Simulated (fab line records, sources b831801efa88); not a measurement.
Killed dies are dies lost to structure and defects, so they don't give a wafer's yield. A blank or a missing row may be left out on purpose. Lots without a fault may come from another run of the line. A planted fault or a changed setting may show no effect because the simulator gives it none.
fab line records | flow sky130
record lots=15 wafers=45 last_day=50
route steps=708 shown VIA2@528 CAPM@539 VIA3@582 METAL4@599
lots that met no fault: from a run of the same line without faults
start_h: hours from the record's first day to the start of the lot's first wafer shown | wait_h: hours since the lot's step before | " the same as in the row above | L1.1+2: a row that stands for several wafers | - no value, or no start given | * or withheld: withheld | < > ~ a bound
route shown NAME@n: a module of which the file shows steps, and the number in the route of the first | usual: mean/standard deviation of fault-free wafers | same: alike in all rows | chamber/n: place in a boat | sites: the reading at each site | _std_site: their standard deviation | _edge_site: outer sites' mean less inner sites' | radius_mm: how far each site lies from the wafer's centre | mask NAME#n: copy n | behind: the tool/chamber that last shaped the wafer | hold: why the lot was held/for how many hours/how that ended | device: the transistor (n, p or np) that didn't switch | end of line: the same wafers' tests at the end of the route | a step without rows: its recipe alone | killed: dies lost to structure and defects at the first sort, not the wafer's yield | map: a wafer's dies, x killed, . not, _ none there
set.NAME: the setting as run; set.NAME@STEP: as run at that earlier step | model.NAME: the simulator's own value behind a step, which no gauge read
steps of the route over a sample of lots; a table a step, a row a wafer
services: from which hour (start_h, from the record's first day; less than 0 if before it) a tool's chamber was out of use, for how many hours, and why
## steps
# step SKY_VIA2_CVD_21
# recipe material=W target_thk_nm=420 time_s=126.4 temp_c=397.2 pressure_torr=40
# usual heater_power_outer_w=529/33 heater_power_w=872/59
# columns lot.wafer tool chamber start_h wait_h heater_power_outer_w heater_power_w
L186.2 cvd_w-01 0 846.23 0.0 540 945
L186.4 " 0 " " 540 967
L186.5 " 1 " " 554 854
L188.2 cvd_w-02 0 858.39 0.0 554 853
L188.4 " 0 " " 541 833
L188.5 " 1 " " 481 804
L187.2 cvd_w-01 0 861.01 0.0 545 937
L187.5 " 1 " " 562 881
L187.6 " 0 " " 536 963
L189.2 cvd_w-01 1 869.10 0.0 556 900
L189.3 " 0 " " 523 968
L189.5 " 0 " " 523 949
L190.2 cvd_w-01 0 880.52 0.0 527 940
L190.4 " 1 " " 558 902
L190.6 " 0 " " 534 949
L191.1 cvd_w-02 1 881.89 0.0 489 827
L191.3 " 1 " " 484 825
L191.6 " 1 " " 487 817
L193.1 cvd_w-01 0 917.40 0.0 542 960
L193.2 " 1 " " 571 901
L193.6 " 0 " " 521 938
L196.2 cvd_w-01 0 940.56 0.0 530 964
L196.5 " 0 " " 537 937
L196.6 " 1 " " 559 912
L197.1 cvd_w-02 1 943.06 0.0 484 821
L197.2 " 0 " " 548 827
L197.6 " 0 " " 534 832
L202.1 cvd_w-02 0 982.20 0.0 552 837
L202.4 " 0 " " 541 827
L202.6 " 1 " " 476 823
L205.1 cvd_w-02 0 990.90 0.0 550 824
L205.3 " 0 " " 545 830
L205.5 " 0 " " 554 808
L204.3 cvd_w-02 1 994.71 0.1 469 814
L204.4 " 0 " " 532 830
L204.5 " 0 " " 555 843
L207.3 cvd_w-02 0 1001.69 0.1 548 821
L207.4 " 1 " " 494 805
L207.5 " 0 " " 558 841
L208.2 cvd_w-01 1 1008.79 0.0 555 887
L208.3 " 1 " " 583 884
L208.4 " 0 " " 523 957
L209.1 cvd_w-02 1 1010.59 0.0 473 817
L209.3 " 1 " " 472 815
L209.5 " 1 " " 478 825
# step SKY_CAPM_SPUTTER_02
# recipe material=TiN target_thk_nm=200 temp_c=300 power_w=6500 time_s=166.7 chamber_pressure_pa=0.4
# usual throttle_valve_pct=29.7/0.8
# columns lot.wafer tool chamber start_h wait_h throttle_valve_pct
L186.2 pvd_sputter-02 - 847.08 0.0 29.0
L186.4 " - " " 28.8
L186.5 " - " " 28.9
L188.2 pvd_sputter-02 - 859.25 0.0 29.1
L188.4 " - " " 29.2
L188.5 " - " " 29.3
L187.2 pvd_sputter-04 - 861.87 0.0 30.9
L187.5 " - " " 31.1
L187.6 " - " " 28.0
L189.2 pvd_sputter-04 - 869.95 0.0 30.9
L189.3 " - " " 30.9
L189.5 " - " " 30.9
L190.2 pvd_sputter-02 - 881.37 0.0 29.1
L190.4 " - " " 29.2
L190.6 " - " " 28.8
L191.1 pvd_sputter-02 - 882.86 0.1 28.7
L191.3 " - " " 29.5
L191.6 " - " " 28.8
L193.1 pvd_sputter-03 - 918.53 0.1 29.3
L193.2 " - " " 29.9
L193.6 " - " " 29.0
L196.2 pvd_sputter-04 - 941.42 0.0 30.9
L196.5 " - " " 30.9
L196.6 " - " " 28.1
L197.1 pvd_sputter-04 - 943.92 0.1 30.1
L197.2 " - " " 28.3
L197.6 " - " " 30.1
L202.1 pvd_sputter-02 - 983.05 0.1 29.8
L202.4 " - " " 29.2
L202.6 " - " " 29.0
L205.1 pvd_sputter-03 - 991.75 0.1 29.4
L205.3 " - " " 30.7
L205.5 " - " " 29.0
L204.3 pvd_sputter-03 - 995.51 0.0 29.9
L204.4 " - " " 30.9
L204.5 " - " " 30.8
L207.3 pvd_sputter-02 - 1002.50 0.0 28.6
L207.4 " - " " 29.7
L207.5 " - " " 29.1
L208.2 pvd_sputter-03 - 1009.65 0.0 29.3
L208.3 " - " " 30.8
L208.4 " - " " 29.1
L209.1 pvd_sputter-04 - 1011.44 0.1 28.2
L209.3 " - " " 31.0
L209.5 " - " " 30.8
# step SKY_VIA3_EXPOSE_09
# recipe mask_id=VIM3 na=0.8 source_shape=annular sigma_inner=0.55 sigma_outer=0.85 target_cd_nm=200 dose_mj=38
# usual exposure_dose_mJ_cm2=38.01/0.036 focus_offset_nm=0.0/0.5 na=0.8/0
# columns lot.wafer tool chamber start_h wait_h mask exposure_dose_mJ_cm2 focus_offset_nm na
L186.2 krf_scanner-02 0 915.51 - VIM3#0 37.97 -0.1 0.8
L186.4 " 0 " " VIM3#0 37.97 0.3 0.8
L186.5 " 0 " " VIM3#0 37.98 0.6 0.8
L188.2 krf_scanner-02 0 924.88 - VIM3#0 37.97 -0.7 0.8
L188.4 " 0 " " VIM3#0 38.06 -0.6 0.8
L188.5 " 0 " " VIM3#0 37.97 -0.6 0.8
L187.2 krf_scanner-02 0 927.45 - VIM3#0 37.99 0.0 0.8
L187.5 " 0 " " VIM3#0 38.01 -0.9 0.8
L187.6 " 0 " " VIM3#0 38.00 0.6 0.8
L189.2 krf_scanner-01 0 935.83 - VIM3#0 38.00 -0.7 0.8
L189.3 " 0 " " VIM3#0 38.05 -0.1 0.8
L189.5 " 0 " " VIM3#0 38.03 -0.4 0.8
L190.2 krf_scanner-02 0 946.00 - VIM3#0 38.02 -0.2 0.8
L190.4 " 0 " " VIM3#0 38.02 -0.8 0.8
L190.6 " 0 " " VIM3#0 38.03 -0.4 0.8
L191.1 krf_scanner-02 0 947.44 - VIM3#0 37.97 0.2 0.8
L191.3 " 0 " " VIM3#0 37.93 -0.6 0.8
L191.6 " 0 " " VIM3#0 37.97 0.1 0.8
L193.1 krf_scanner-02 0 980.76 - VIM3#0 38.00 0.1 0.8
L193.2 " 0 " " VIM3#0 37.99 0.3 0.8
L193.6 " 0 " " VIM3#0 37.98 0.1 0.8
L196.2 krf_scanner-01 0 1003.54 - VIM3#0 37.96 0.3 0.8
L196.5 " 0 " " VIM3#0 38.01 0.7 0.8
L196.6 " 0 " " VIM3#0 38.00 0.7 0.8
L197.1 krf_scanner-01 0 1005.44 - VIM3#0 38.01 -0.1 0.8
L197.2 " 0 " " VIM3#0 37.96 -0.5 0.8
L197.6 " 0 " " VIM3#0 37.94 -0.4 0.8
L202.1 krf_scanner-02 - 1042.26 - VIM3#0 - - -
L202.4 " - " " VIM3#0 - - -
L202.6 " - " " VIM3#0 - - -
L205.1 krf_scanner-02 - 1049.45 - VIM3#0 - - -
L205.3 " - " " VIM3#0 - - -
L205.5 " - " " VIM3#0 - - -
L204.3 krf_scanner-02 - 1053.90 - VIM3#0 - - -
L204.4 " - " " VIM3#0 - - -
L204.5 " - " " VIM3#0 - - -
L207.3 krf_scanner-01 0 1061.63 - VIM3#0 38.02 0.1 0.8
L207.4 " 0 " " VIM3#0 38.00 0.1 0.8
L207.5 " 0 " " VIM3#0 38.02 -0.9 0.8
L208.2 krf_scanner-02 0 1066.79 - VIM3#0 37.99 0.5 0.8
L208.3 " 0 " " VIM3#0 37.95 0.4 0.8
L208.4 " 0 " " VIM3#0 38.06 0.2 0.8
L209.1 krf_scanner-02 0 1068.09 - VIM3#0 38.01 -0.7 0.8
L209.3 " 0 " " VIM3#0 37.99 -0.3 0.8
L209.5 " 0 " " VIM3#0 38.04 -0.6 0.8
# step SKY_METAL4_SPUTTER_01
# recipe material=TiN target_thk_nm=20 power_w=6500 time_s=16.7 chamber_pressure_pa=0.4
# usual throttle_valve_pct=29.9/0.93
# columns lot.wafer tool chamber start_h wait_h throttle_valve_pct
L186.2 pvd_sputter-01 - 928.80 0.0 30.2
L186.4 " - " " 29.6
L186.5 " - " " 29.9
L188.2 pvd_sputter-04 - 938.74 0.0 30.8
L188.4 " - " " 28.1
L188.5 " - " " 28.1
L187.2 pvd_sputter-01 - 941.90 0.0 30.3
L187.5 " - " " 29.8
L187.6 " - " " 30.0
L189.2 pvd_sputter-03 - 949.15 0.0 29.1
L189.3 " - " " 29.2
L189.5 " - " " 30.0
L190.2 pvd_sputter-04 - 959.38 0.0 31.0
L190.4 " - " " 30.8
L190.6 " - " " 31.1
L191.1 pvd_sputter-01 - 961.63 0.0 30.4
L191.3 " - " " 29.0
L191.6 " - " " 29.1
L193.1 pvd_sputter-04 - 993.98 0.0 31.0
L193.2 " - " " 28.1
L193.6 " - " " 30.2
L196.2 pvd_sputter-04 - 1016.80 0.0 28.4
L196.5 " - " " 28.3
L196.6 " - " " 30.8
L197.1 pvd_sputter-04 - 1017.87 0.0 28.2
L197.2 " - " " 31.0
L197.6 " - " " 29.9
L207.3 pvd_sputter-03 - 1073.09 0.0 30.7
L207.4 " - " " 29.2
L207.5 " - " " 29.2
L208.2 pvd_sputter-03 - 1078.69 0.0 30.5
L208.3 " - " " 28.9
L208.4 " - " " 29.0
L209.1 pvd_sputter-01 - 1080.53 0.0 29.9
L209.3 " - " " 29.1
L209.5 " - " " 30.2
## services
# columns tool chamber start_h hours kind
krf_scanner-01 - 829.66 0.1 repair
krf_scanner-01 - 831.53 0.2 repair
pvd_sputter-03 - 848.06 4.5 repair
krf_scanner-02 - 849.42 0.8 pm
cvd_w-01 - 849.47 2.8 pm
krf_scanner-01 - 853.60 4.4 pm
pvd_sputter-03 - 868.07 4.1 repair
cvd_w-02 0 881.33 4.3 repair
cvd_w-02 1 883.01 4.0 repair
krf_scanner-01 - 885.44 1.0 pm
krf_scanner-01 - 890.72 3.6 pm
cvd_w-02 - 904.00 14.0 pm
cvd_w-01 - 921.03 6.9 pm
krf_scanner-02 - 934.47 1.3 pm
krf_scanner-01 - 937.05 1.3 pm
cvd_w-01 1 970.67 17.4 repair
krf_scanner-02 - 974.66 1.0 pm
krf_scanner-02 - 1019.32 2.6 repair
krf_scanner-02 - 1035.49 1.8 repair
krf_scanner-02 - 1047.02 0.8 pm
cvd_w-02 - 1050.50 0.7 repair
cvd_w-01 - 1069.49 1.6 repair
krf_scanner-02 - 1074.24 0.2 repair
krf_scanner-02 - 1078.73 4.8 repair
## key
first_sign step=SKY_VIA3_EXPOSE_09 reading=tool_record direction=missing
effect none on later readings
met_at SKY_VIA3_EXPOSE_09
struck_lots L202,L204,L205
later_rows_left_out L202.1,L202.4,L202.6,L204.3,L204.4,L204.5,L205.1,L205.3,L205.5
sort_left_out L202.1,L202.4,L202.6,L204.3,L204.4,L204.5,L205.1,L205.3,L205.5
not_acting_at SKY_VIA2_CVD_21,SKY_CAPM_SPUTTER_02,SKY_METAL4_SPUTTER_01
onset_between 980.76 1042.26
fault kind=skipped_step_whole tool=krf_scanner-02 chamber=- onset_h=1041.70 steps=SKY_VIA3_EXPOSE_09 scope=struck_lots_only
# sort_left_out: the simulated sort isn't trusted on such a fault, so these wafers' sort isn't shown, and their yield isn't known
# later_rows_left_out: the simulator's readings of these wafers behind a module that went badly wrong aren't trusted and aren't shown, but for the sort
